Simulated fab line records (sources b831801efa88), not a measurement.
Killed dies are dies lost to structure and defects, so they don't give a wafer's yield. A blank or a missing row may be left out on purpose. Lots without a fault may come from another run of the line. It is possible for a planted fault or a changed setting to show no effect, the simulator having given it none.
Which tool was responsible? || flow gf180mcu || at 1 step of a route of 602, 13 lots with 39 wafers sampled

WHAT THE GAUGES READ, wafer by wafer
GF_V2_THK_MEAS_01. Usual: V2_CVD_00_THK typically reads 602 nm, with standard deviation 6.7.
{"lot": "L535", "measured": "day 19 11:22", "on": "filmMetro-02", "V2_CVD_00_THK (nm)": "603 609 602", "flag": ""}
{"lot": "L536", "measured": "day 20 01:25", "on": "filmMetro-02", "V2_CVD_00_THK (nm)": "605 591 596", "flag": ""}
{"lot": "L537", "measured": "day 20 08:34", "on": "filmMetro-01", "V2_CVD_00_THK (nm)": "596 600 598", "flag": ""}
{"lot": "L538", "measured": "day 21 01:13", "on": "filmMetro-03", "V2_CVD_00_THK (nm)": "609 609 601", "flag": ""}
{"lot": "L539", "measured": "day 21 08:16", "on": "filmMetro-03", "V2_CVD_00_THK (nm)": "597 617 612", "flag": ""}
{"lot": "L540", "measured": "day 21 22:37", "on": "filmMetro-03", "V2_CVD_00_THK (nm)": "595 606 592", "flag": ""}
{"lot": "L542", "measured": "day 23 03:35", "on": "filmMetro-02", "V2_CVD_00_THK (nm)": "591 596 609", "flag": ""}
{"lot": "L544", "measured": "day 23 06:14", "on": "filmMetro-01", "V2_CVD_00_THK (nm)": "593 594 609", "flag": ""}
{"lot": "L545", "measured": "day 23 15:43", "on": "filmMetro-03", "V2_CVD_00_THK (nm)": "606 608 612", "flag": ""}
{"lot": "L547", "measured": "day 23 23:27", "on": "filmMetro-03", "V2_CVD_00_THK (nm)": "594 591 595", "flag": ""}
{"lot": "L551", "measured": "day 25 10:02", "on": "filmMetro-03", "V2_CVD_00_THK (nm)": "599 606 602", "flag": ""}
{"lot": "L553", "measured": "day 25 20:54", "on": "filmMetro-01", "V2_CVD_00_THK (nm)": "600 602 602", "flag": ""}
{"lot": "L554", "measured": "day 26 13:12", "on": "filmMetro-01", "V2_CVD_00_THK (nm)": "601 602 601", "flag": ""}

TOOL THAT RAN EACH LOT (tool first, then ch and the chambers of the sampled wafers, then the start)
Before these readings, the record contains no process step.

WHAT THE TOOLS THEMSELVES READ (means of the sampled wafers that have a number; where no wafer has one, the mark that the record gives instead)
The record holds no such reading with a usual standard deviation.

THE ANSWER, worked out from the rows above alone
Rule: a lot is off if the mean of its wafers that have a number lies more than 3 standard deviations from the usual mean. Also off: a lot with no number at a reading for which 4 or more lots have one. Any other lot the step has rows for is counted as sound. The gauges are gone through in route order, then the tools' own readings, and for those a lot's mean is taken as printed above. At the first step where some lot is off, the reading lying furthest off is the one used; lots without a number count as furthest.
None of the lots is off at any reading shown; this tells nothing.

WHAT THE SIMULATOR PUT IN
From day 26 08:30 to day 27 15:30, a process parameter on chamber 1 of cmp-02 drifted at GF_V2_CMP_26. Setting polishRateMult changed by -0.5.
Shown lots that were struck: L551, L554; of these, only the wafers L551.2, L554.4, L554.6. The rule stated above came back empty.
